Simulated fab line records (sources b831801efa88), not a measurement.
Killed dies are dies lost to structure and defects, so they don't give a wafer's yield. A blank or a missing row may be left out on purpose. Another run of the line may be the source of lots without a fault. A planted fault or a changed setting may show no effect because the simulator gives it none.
Chamber matching    flow gf180mcu    GF_V4_CMP_04 on cmp-02 has 4 sister chambers
The step polishes SiO2. 4 wafers are shown with their chamber, then 6 later ones without.

WAFERS, EACH WITH ITS CHAMBER
wafer   chamber  motor-current-A (A)
L153.3  3        10.6
L156.5  1        11.4
L158.2  2        11.9
L159.4  0        11.0

WAFERS MISSING THEIR CHAMBER
wafer   motor-current-A (A)
L170.1  10.4
L170.2  11.1
L170.3  11.6
L171.1  11.2
L171.4  11.1
L171.6  10.9

CHAMBER TAKEN BY EACH
wafer   from the rows above      in truth
L170.1  3                        3
L170.2  can't be placed: 0 or 1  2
L170.3  can't be placed: 1 or 2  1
L171.1  can't be placed: 0 or 1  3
L171.4  can't be placed: 0 or 1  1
L171.6  can't be placed: 0 or 3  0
Correctly placed: 1 of 6. Not placeable from these rows: 5 (in 3, the candidates include the true chamber). Placed wrongly: 0.
How it was worked out, from the rows above alone: a wafer's distance from a chamber is the root of the sum, over the readings, of the square of ((its reading less the chamber's mean) divided by the reading's scatter). The wafer belongs to the nearest chamber; if the next one is less than 2 further off, it can't be placed. The mean given for a chamber averages the wafers shown for that chamber. The scatter: with one shown wafer a chamber, the root of the mean of the squares of how far each hidden wafer lies from its nearest shown one.
